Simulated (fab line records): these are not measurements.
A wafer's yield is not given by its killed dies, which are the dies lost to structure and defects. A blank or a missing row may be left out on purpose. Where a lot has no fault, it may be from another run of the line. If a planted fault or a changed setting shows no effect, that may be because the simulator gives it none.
fab line records -- flow sky130
[record] lots = 11, wafers = 32, last_day = 50
route steps=708 shown METAL3@563 VIA4@641 METAL5@663 PAD_OPEN@708
lots with no fault: from the same line, run without faults
start_h: hours from the record's opening day to when the first of the lot's shown wafers began -- wait_h: how many hours have passed since the lot's step before this one -- " unchanged from the row above -- L1.1+2: one row covering several wafers at once -- - no value, or no start given -- * or withheld: withheld -- < > ~ a bound
route shown NAME@n: NAME is a module with steps in the file, n the number in the route of the first one -- usual: mean/standard deviation of fault-free wafers -- same: alike in all rows -- chamber/n: place in a boat -- sites: each site's reading -- _std_site: the values' standard deviation -- _edge_site: the outer-site mean with the inner-site mean subtracted -- radius_mm: how far each site lies from the wafer's centre -- mask NAME#n: copy n -- behind: the most recent tool/chamber to have shaped the wafer -- hold: why the lot went on hold/how many hours it stayed there/how the hold came to an end -- device: transistor that didn't switch, given as n, p or np -- end of line: tests of these same wafers at the route's end -- a step given without rows: its recipe and nothing more -- killed: at the first sort, the dies lost to defects and structure; wafer yield is something else -- map: per-die view of a wafer (x killed, . not killed, _ where there is no die)
set.NAME: the run value of the setting; set.NAME@STEP: its run value at that earlier step -- model.NAME: the simulator's own value behind a step, which no gauge read
a sample of lots followed through the steps of the route, with each step as a table and each wafer as a row
services: a tool's chamber out of use, with start hour (start_h, from the record's first day; less than 0 if before it), hours out, and reason
[[steps]]
[step SKY_METAL3_CD_MEAS_13]
[recipe] target_cd_nm = 300
[usual] cd_nm = 300.1/1.4
lot.wafer,tool,chamber,start_h,wait_h,cd_nm
L447.3,cd_sem-02,-,922.38,-,298.5
L447.4,cd_sem-02,-,922.38,-,300.3
L447.5,cd_sem-02,-,922.38,-,300.8
L448.3,cd_sem-01,-,925.28,-,301.2
L448.4,cd_sem-01,-,925.28,-,301.3
L448.6,cd_sem-01,-,925.28,-,300.2
L450.1,cd_sem-01,-,941.59,-,301.5
L450.3,cd_sem-01,-,941.59,-,300.0
L450.6,cd_sem-01,-,941.59,-,301.5
L451.3,cd_sem-02,-,947.68,-,299.8
L451.5,cd_sem-02,-,947.68,-,301.2
L451.6,cd_sem-02,-,947.68,-,300.3
L454.2,cd_sem-02,-,960.89,-,301.6
L454.4,cd_sem-02,-,960.89,-,301.0
L454.5,cd_sem-02,-,960.89,-,301.8
L457.1,cd_sem-02,-,981.82,-,299.5
L457.3,cd_sem-02,-,981.82,-,298.8
L457.4,cd_sem-02,-,981.82,-,299.4
L458.2,cd_sem-01,-,993.51,-,299.1
L458.3,cd_sem-01,-,993.51,-,299.6
L458.4,cd_sem-01,-,993.51,-,300.1
L462.3,cd_sem-01,-,1020.03,-,298.8
L462.4,cd_sem-01,-,1020.03,-,299.7
L462.6,cd_sem-01,-,1020.03,-,299.7
L463.2,cd_sem-01,-,1024.36,-,300.8
L463.3,cd_sem-01,-,1024.36,-,300.4
L463.4,cd_sem-01,-,1024.36,-,300.5
L464.3,cd_sem-02,-,1027.33,-,300.9
L464.4,cd_sem-02,-,1027.33,-,301.0
L468.2,cd_sem-01,-,1057.29,-,299.5
L468.4,cd_sem-01,-,1057.29,-,300.3
L468.5,cd_sem-01,-,1057.29,-,299.3
[step SKY_VIA4_CMP_02]
[recipe] material = SiO2, down_force_psi = 4, platen_rpm = 60, pad_velocity_m_s = 0.94248
[usual] motor_current_A = 12.5/1.4
lot.wafer,tool,chamber,start_h,wait_h,motor_current_A
L447.3,cmp-02,3,998.67,0.0,15.3
L447.4,cmp-02,0,998.67,0.0,14.5
L447.5,cmp-02,3,998.67,0.0,14.9
L448.4,cmp-02,0,1003.10,0.0,13.2
L448.3,cmp-02,1,1003.10,0.0,11.1
L448.6,cmp-02,1,1003.10,0.0,11.8
L450.3,cmp-01,2,1018.42,0.2,10.8
L450.1,cmp-01,3,1018.42,0.2,10.8
L450.6,cmp-01,1,1018.42,0.2,11.9
L451.3,cmp-02,2,1023.84,0.1,12.9
L451.5,cmp-02,0,1023.84,0.1,13.1
L451.6,cmp-02,1,1023.84,0.1,11.8
L454.2,cmp-01,0,1036.77,0.0,12.4
L454.4,cmp-01,1,1036.77,0.0,11.7
L454.5,cmp-01,0,1036.77,0.0,12.4
L457.1,cmp-01,3,1056.87,0.1,11.0
L457.3,cmp-01,0,1056.87,0.1,11.9
L457.4,cmp-01,2,1056.87,0.1,10.9
L458.4,cmp-02,2,1068.24,0.0,12.3
L458.3,cmp-02,3,1068.24,0.0,15.7
L458.2,cmp-02,0,1068.24,0.0,13.3
L462.4,cmp-02,1,1090.47,0.0,11.6
L462.3,cmp-02,0,1090.47,0.0,13.2
L462.6,cmp-02,2,1090.47,0.0,12.9
L463.4,cmp-02,0,1095.20,0.0,13.9
L463.3,cmp-02,2,1095.20,0.0,13.2
L463.2,cmp-02,3,1095.20,0.0,14.6
L464.3,cmp-02,2,1097.14,0.1,13.0
L464.4,cmp-02,3,1097.14,0.1,15.6
L468.2,cmp-01,2,1124.99,0.1,10.7
L468.4,cmp-01,3,1124.99,0.1,10.6
L468.5,cmp-01,1,1124.99,0.1,11.6
[step SKY_VIA4_BOW_MEAS_03]
[recipe] mode = bow
[usual] VIA4_BOW = 79/9.1
lot.wafer,tool,chamber,start_h,wait_h,hold,VIA4_BOW[um]
L447.3,film_metro-01,-,999.01,0.3,-,65
L447.4,film_metro-01,-,999.01,0.3,-,78
L447.5,film_metro-01,-,999.01,0.3,-,85
L448.3,film_metro-03,-,1003.44,0.2,-,74
L448.4,film_metro-03,-,1003.44,0.2,-,76
L448.6,film_metro-03,-,1003.44,0.2,-,70
L450.1,film_metro-01,-,1018.62,0.1,-,83
L450.3,film_metro-01,-,1018.62,0.1,-,83
L450.6,film_metro-01,-,1018.62,0.1,-,72
L451.3,film_metro-01,-,1024.13,0.2,-,91
L451.5,film_metro-01,-,1024.13,0.2,-,83
L451.6,film_metro-01,-,1024.13,0.2,-,73
L454.2,film_metro-03,-,1037.09,0.3,-,75
L454.4,film_metro-03,-,1037.09,0.3,-,69
L454.5,film_metro-03,-,1037.09,0.3,-,70
L457.1,film_metro-01,-,1057.17,0.2,-,76
L457.3,film_metro-01,-,1057.17,0.2,-,83
L457.4,film_metro-01,-,1057.17,0.2,-,64
L458.2,film_metro-02,-,1068.56,0.2,-,84
L458.3,film_metro-02,-,1068.56,0.2,-,84
L458.4,film_metro-02,-,1068.56,0.2,-,77
L462.3,film_metro-01,-,1090.81,0.1,await_dispo/0.2h/release,67
L462.4,film_metro-01,-,1090.81,0.1,await_dispo/0.2h/release,81
L462.6,film_metro-01,-,1090.81,0.1,await_dispo/0.2h/release,76
L462.3,film_metro-01,-,1091.10,0.3,-,-
L462.4,film_metro-01,-,1091.10,0.3,-,-
L462.6,film_metro-01,-,1091.10,0.3,-,-
L463.2,film_metro-01,-,1095.52,0.1,await_dispo/0.2h/release,63
L463.3,film_metro-01,-,1095.52,0.1,await_dispo/0.2h/release,75
L463.4,film_metro-01,-,1095.52,0.1,await_dispo/0.2h/release,59
L463.2,film_metro-01,-,1095.81,0.3,-,-
L463.3,film_metro-01,-,1095.81,0.3,-,-
L463.4,film_metro-01,-,1095.81,0.3,-,-
L464.3,film_metro-01,-,1097.43,0.2,await_dispo/0.2h/release,76
L464.4,film_metro-01,-,1097.43,0.2,await_dispo/0.2h/release,89
L464.3,film_metro-01,-,1097.80,0.4,-,-
L464.4,film_metro-01,-,1097.80,0.4,-,-
L468.2,film_metro-02,-,1125.26,0.2,-,69
L468.4,film_metro-02,-,1125.26,0.2,-,77
L468.5,film_metro-02,-,1125.26,0.2,-,73
[step SKY_VIA4_ETCH_12]
[recipe] target = SiO2, chemistry = C4F8/O2/Ar, stop_on = TiN, mask_material = NOVOLAK, source_w = 1500, bias_w = 1200, pressure_mtorr = 40, c4f8_flow_sccm = withheld, O2_flow_sccm = 6, Ar_flow_sccm = 300, time_s = withheld, target_depth_a = 5800
[usual] oes_product_au = 0.926/0.005
lot.wafer,tool,chamber,start_h,wait_h,oes_product_au
L447.3,rie_diel-01,3,1022.27,0.0,0.926
L447.4,rie_diel-01,0,1022.27,0.0,0.932
L447.5,rie_diel-01,0,1022.27,0.0,0.919
L448.3,rie_diel-01,0,1026.28,0.0,0.919
L448.4,rie_diel-01,1,1026.28,0.0,0.932
L448.6,rie_diel-01,3,1026.28,0.0,0.932
L450.1,rie_diel-01,2,1041.31,0.0,0.933
L450.3,rie_diel-01,0,1041.31,0.0,0.927
L450.6,rie_diel-01,1,1041.31,0.0,0.931
L451.3,rie_diel-04,3,1047.12,0.0,0.913
L451.5,rie_diel-04,2,1047.12,0.0,0.926
L451.6,rie_diel-04,3,1047.12,0.0,0.931
L454.2,rie_diel-01,1,1058.82,0.0,0.927
L454.4,rie_diel-01,2,1058.82,0.0,0.928
L454.5,rie_diel-01,1,1058.82,0.0,0.937
L457.1,rie_diel-04,2,1078.78,0.0,0.921
L457.3,rie_diel-04,3,1078.78,0.0,0.923
L457.4,rie_diel-04,0,1078.78,0.0,0.918
L458.2,rie_diel-01,3,1089.37,0.0,0.928
L458.3,rie_diel-01,0,1089.37,0.0,0.932
L458.4,rie_diel-01,1,1089.37,0.0,0.921
L462.3,rie_diel-01,2,1110.26,0.0,0.877
L462.4,rie_diel-01,0,1110.26,0.0,0.873
L462.6,rie_diel-01,3,1110.26,0.0,0.927
L463.2,rie_diel-01,0,1115.93,0.0,0.930
L463.3,rie_diel-01,3,1115.93,0.0,0.871
L463.4,rie_diel-01,2,1115.93,0.0,0.871
L464.3,rie_diel-02,3,1117.61,0.0,0.866
L464.4,rie_diel-02,1,1117.61,0.0,0.870
L468.2,rie_diel-01,0,1143.88,0.0,0.929
L468.4,rie_diel-01,1,1143.88,0.0,0.932
L468.5,rie_diel-01,0,1143.88,0.0,0.921
[step SKY_METAL5_SPUTTER_02]
[recipe] material = AlCu, target_thk_nm = 1150, power_w = 10600, time_s = 61.2, chamber_pressure_pa = 0.4
[usual] throttle_valve_pct = 30.1/1
lot.wafer,tool,chamber,start_h,wait_h,throttle_valve_pct
L447.3,pvd_sputter-03,-,1023.79,0.0,30.6
L447.4,pvd_sputter-03,-,1023.79,0.0,28.6
L447.5,pvd_sputter-03,-,1023.79,0.0,30.6
L448.3,pvd_sputter-02,-,1027.69,0.0,29.3
L448.4,pvd_sputter-02,-,1027.69,0.0,30.8
L448.6,pvd_sputter-02,-,1027.69,0.0,29.3
L450.1,pvd_sputter-02,-,1042.79,0.0,30.9
L450.3,pvd_sputter-02,-,1042.79,0.0,29.3
L450.6,pvd_sputter-02,-,1042.79,0.0,29.2
L451.3,pvd_sputter-02,-,1048.57,0.0,30.5
L451.5,pvd_sputter-02,-,1048.57,0.0,30.4
L451.6,pvd_sputter-02,-,1048.57,0.0,30.9
L454.2,pvd_sputter-02,-,1060.29,0.0,30.4
L454.4,pvd_sputter-02,-,1060.29,0.0,29.2
L454.5,pvd_sputter-02,-,1060.29,0.0,30.8
L457.1,pvd_sputter-01,-,1080.18,0.0,31.0
L457.3,pvd_sputter-01,-,1080.18,0.0,28.6
L457.4,pvd_sputter-01,-,1080.18,0.0,30.1
L458.2,pvd_sputter-02,-,1090.96,0.0,30.5
L458.3,pvd_sputter-02,-,1090.96,0.0,31.0
L458.4,pvd_sputter-02,-,1090.96,0.0,29.1
L462.3,pvd_sputter-01,-,1112.05,0.0,30.1
L462.4,pvd_sputter-01,-,1112.05,0.0,32.2
L462.6,pvd_sputter-01,-,1112.05,0.0,31.2
L463.2,pvd_sputter-03,-,1118.00,0.0,30.8
L463.3,pvd_sputter-03,-,1118.00,0.0,30.6
L463.4,pvd_sputter-03,-,1118.00,0.0,29.8
L464.3,pvd_sputter-03,-,1119.50,0.0,29.9
L464.4,pvd_sputter-03,-,1119.50,0.0,28.7
L468.2,pvd_sputter-01,-,1145.32,0.0,31.2
L468.4,pvd_sputter-01,-,1145.32,0.0,30.0
L468.5,pvd_sputter-01,-,1145.32,0.0,30.0
[step SKY_METAL5_STRIP_16]
[recipe] chemistry = O2/N2, power_w = 1400, pressure_mtorr = 1500, platen_temp_c = withheld, o2_flow_sccm = 3000, n2_flow_sccm = 300, overash_fraction = 0.5
[usual] drypump_motor_current_A = 5.62/0.17, oes_product_au = 0.710/0.0046, strip_time_to_endpoint_s = 13.00/0.18
lot.wafer,tool,chamber,start_h,wait_h,drypump_motor_current_A,oes_product_au,rf_hours_counter_h,strip_time_to_endpoint_s
L447.3,plasma_asher-03,0,1047.09,0.1,5.68,0.710,-,13.20
L447.4,plasma_asher-03,1,1047.09,0.1,5.66,0.703,-,12.98
L447.5,plasma_asher-03,1,1047.09,0.1,5.67,0.714,-,13.22
L448.3,plasma_asher-03,1,1050.35,0.1,5.68,0.718,-,12.79
L448.4,plasma_asher-03,0,1050.35,0.1,5.61,0.710,-,13.07
L448.6,plasma_asher-03,1,1050.35,0.1,5.67,0.713,-,12.76
L450.1,plasma_asher-02,0,1064.91,0.2,5.35,0.709,0,13.10
L450.3,plasma_asher-02,0,1064.91,0.2,5.37,0.710,-,12.84
L450.6,plasma_asher-02,1,1064.91,0.2,5.61,0.720,-,12.88
L451.3,plasma_asher-02,0,1071.27,0.1,5.34,0.713,-,13.01
L451.5,plasma_asher-02,1,1071.27,0.1,5.60,0.714,-,12.88
L451.6,plasma_asher-02,0,1071.27,0.1,5.35,0.709,-,13.13
L454.2,plasma_asher-03,1,1082.01,0.2,5.68,0.705,64,12.82
L454.4,plasma_asher-03,0,1082.01,0.2,5.65,0.718,-,12.89
L454.5,plasma_asher-03,1,1082.01,0.2,5.69,0.712,-,12.83
L457.1,plasma_asher-02,1,1100.66,0.2,5.58,0.713,3,12.77
L457.3,plasma_asher-02,0,1100.66,0.2,5.33,0.712,-,13.24
L457.4,plasma_asher-02,1,1100.66,0.2,5.61,0.713,-,12.91
L458.2,plasma_asher-03,0,1110.86,0.2,5.65,0.712,67,12.75
L458.3,plasma_asher-03,1,1110.86,0.2,5.69,0.709,-,12.79
L458.4,plasma_asher-03,0,1110.86,0.2,5.67,0.714,-,12.81
L462.3,plasma_asher-02,0,1132.64,0.1,5.37,0.722,-,13.23
L462.4,plasma_asher-02,1,1132.64,0.1,5.60,0.714,-,12.86
L462.6,plasma_asher-02,0,1132.64,0.1,5.36,0.715,-,13.14
L463.2,plasma_asher-01,0,1137.56,0.2,5.46,0.712,40,12.83
L463.3,plasma_asher-01,1,1137.56,0.2,5.97,0.715,-,12.81
L463.4,plasma_asher-01,0,1137.56,0.2,5.46,0.706,-,12.98
L464.3,plasma_asher-01,0,1139.40,0.1,5.46,0.711,-,13.29
L464.4,plasma_asher-01,1,1139.40,0.1,5.97,0.715,-,12.96
L468.2,plasma_asher-02,1,1162.76,0.2,5.60,0.714,9,12.84
L468.4,plasma_asher-02,1,1162.76,0.2,5.60,0.720,-,13.22
L468.5,plasma_asher-02,0,1162.76,0.2,5.32,0.713,-,12.88
[step SKY_PAD_OPEN_PROBE_99]
[usual] defect_limited_yield = 81.9/2, killed_at_M0_to_M3 = 43/6.5, killed_at_M4_up = 3.2/1.8, killed_at_contacts = 26/5.2, killed_at_front_end = 16/4.8, killed_at_other = 0.3/0.6, killed_dies = 89/9.6, killed_open = 48/7.1, killed_short = 40/6.4, sort_bin_3_pad_short = 0.9/0.37, sort_bin_5_function = 10.7/1.4, sort_bin_6_memory = 6.5/1.2, sort_n_pass = 403/9.6, sort_yield_pct = 81.9/2
[same] gross_dies = 492, killed_at_back_side = 0, sort_bin_4_leakage[%] = 0, sort_bin_8_speed[%] = 0
lot.wafer,tool,chamber,start_h,wait_h,defect_limited_yield[%],killed_at_M0_to_M3,killed_at_M4_up,killed_at_contacts,killed_at_front_end,killed_at_other,killed_dies,killed_open,killed_short,sort_bin_3_pad_short[%],sort_bin_5_function[%],sort_bin_6_memory[%],sort_n_pass,sort_yield_pct[%]
L447.3,prober-02,-,1093.38,0.2,82.7,40,2,28,14,1,85,36,48,1.4,11.4,4.5,407,82.7
L447.4,prober-02,-,1093.43,0.2,80.7,40,1,34,20,0,95,54,41,1.0,11.8,6.5,397,80.7
L447.5,prober-02,-,1093.48,0.2,80.5,46,3,33,12,2,96,51,44,0.4,13.0,6.1,396,80.5
L462.3,prober-02,-,1171.90,0.2,83.3,37,4,25,16,0,82,43,37,1.4,8.5,6.7,410,83.3
L462.4,prober-02,-,1171.95,0.2,79.7,47,1,31,21,0,100,51,49,1.6,10.6,8.1,392,79.7
L462.6,prober-02,-,1172.05,0.2,81.9,40,6,33,10,0,89,55,34,0.8,10.4,6.9,403,81.9
L464.3,prober-02,-,1177.26,0.2,82.7,44,2,22,17,0,85,41,43,0.2,11.2,5.9,407,82.7
L464.4,prober-02,-,1177.31,0.2,80.7,39,2,27,27,0,95,39,54,1.2,10.8,7.3,397,80.7
// killed by level:class
L447.3 VIA1:geometric_particle:open=10 LI_CONTACT:geometric_particle:short=8 LI_CONTACT:geometric_particle:open=6 LOCAL_INTERCONNECT:geometric_particle:short=6 CONTACT:geometric_particle:open=5 VIA2:geometric_particle:open=5 FIELD_ISO:geometric_particle:short=4 METAL1:geometric_particle:short=4
L447.4 CONTACT:geometric_particle:open=13 VIA1:geometric_particle:open=10 LI_CONTACT:geometric_particle:open=9 LOCAL_INTERCONNECT:geometric_particle:short=7 METAL2:geometric_particle:short=7 FIELD_ISO:geometric_particle:open=6 VIA2:geometric_particle:open=6 POLY_GATE:geometric_particle:short=5
L447.5 VIA3:geometric_particle:open=12 CONTACT:geometric_particle:open=11 VIA1:geometric_particle:open=11 CONTACT:geometric_particle:short=10 VIA1:geometric_particle:short=6 LOCAL_INTERCONNECT:geometric_particle:short=5 POLY_GATE:geometric_particle:short=4 LI_CONTACT:geometric_particle:open=4
L462.3 CONTACT:geometric_particle:open=11 VIA1:geometric_particle:open=10 VIA2:geometric_particle:open=8 VIA1:geometric_particle:short=7 CONTACT:geometric_particle:short=7 FIELD_ISO:geometric_particle:short=5 LI_CONTACT:geometric_particle:open=5 SPACER:geometric_particle:short=4
L462.4 VIA3:geometric_particle:open=11 LI_CONTACT:geometric_particle:open=10 CONTACT:geometric_particle:open=10 METAL1:geometric_particle:short=8 VIA1:geometric_particle:open=6 VIA1:geometric_particle:short=6 FIELD_ISO:geometric_particle:short=5 LOCAL_INTERCONNECT:geometric_particle:short=5
L462.6 VIA1:geometric_particle:open=17 CONTACT:geometric_particle:open=12 LI_CONTACT:geometric_particle:open=8 CONTACT:geometric_particle:short=6 VIA1:geometric_particle:short=6 METAL1:geometric_particle:short=5 LOCAL_INTERCONNECT:geometric_particle:short=4 VIA2:geometric_particle:open=4
L464.3 VIA1:geometric_particle:open=11 LI_CONTACT:geometric_particle:open=7 LI_CONTACT:geometric_particle:short=5 VIA2:geometric_particle:open=5 METAL1:geometric_particle:short=5 METAL2:geometric_particle:short=5 FIELD_ISO:geometric_particle:short=4 FIELD_ISO:geometric_particle:open=4
L464.4 FIELD_ISO:geometric_particle:short=9 METAL1:geometric_particle:short=8 VIA3:geometric_particle:open=8 CONTACT:geometric_particle:open=7 POLY_GATE:geometric_particle:short=6 LI_CONTACT:geometric_particle:open=6 LOCAL_INTERCONNECT:geometric_particle:short=6 FIELD_ISO:geometric_particle:open=5
[[services]]
tool,chamber,start_h,hours,kind
rie_diel-01,2,976.43,15.6,repair
cmp-01,-,999.58,1.9,repair
cmp-02,-,1006.54,0.9,repair
cmp-01,-,1014.91,2.5,repair
pvd_sputter-02,-,1019.45,3.2,repair
cmp-01,-,1023.99,0.9,repair
plasma_asher-03,-,1037.55,0.6,repair
plasma_asher-02,-,1055.25,9.0,pm
rie_diel-02,3,1063.06,1.8,repair
pvd_sputter-01,-,1073.41,3.7,repair
plasma_asher-02,-,1078.11,4.3,pm
cmp-01,-,1084.00,4.0,pm
rie_diel-01,-,1095.53,0.4,repair
cmp-01,-,1107.15,3.6,repair
rie_diel-01,1,1110.20,18.9,repair
cmp-01,-,1110.61,1.3,repair
pvd_sputter-02,-,1122.37,6.6,repair
cmp-02,-,1131.20,0.8,repair
rie_diel-01,-,1134.88,4.4,repair
plasma_asher-02,-,1139.49,1.5,repair
rie_diel-04,0,1143.39,4.2,repair
pvd_sputter-03,-,1144.95,14.0,repair
rie_diel-04,2,1157.64,6.4,repair
pvd_sputter-03,-,1161.25,2.7,repair
[[key]]
[first_sign] step = SKY_VIA4_BOW_MEAS_03, reading = visit, direction = added
[effect] step = SKY_VIA4_ETCH_12, reading = oes_product_au, direction = down, sigmas = 11, usual = 0.926, struck = 0.871
met_at SKY_VIA4_CMP_02
struck_lots L462,L463,L464
struck_wafers L462.3,L462.4,L463.3,L463.4,L464.3,L464.4
not_acting_at SKY_METAL3_CD_MEAS_13,SKY_METAL5_SPUTTER_02,SKY_METAL5_STRIP_16
onset_between 1068.24 1090.47
[fault] kind = process_parameter_drift, tool = cmp-02, chamber = -, onset_h = 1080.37, steps = SKY_VIA4_CMP_02, channel = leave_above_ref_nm, offset = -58, shape = step, end_h = 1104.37, scope = struck_wafers_only, acts_in = these_recipes_only, stated = 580
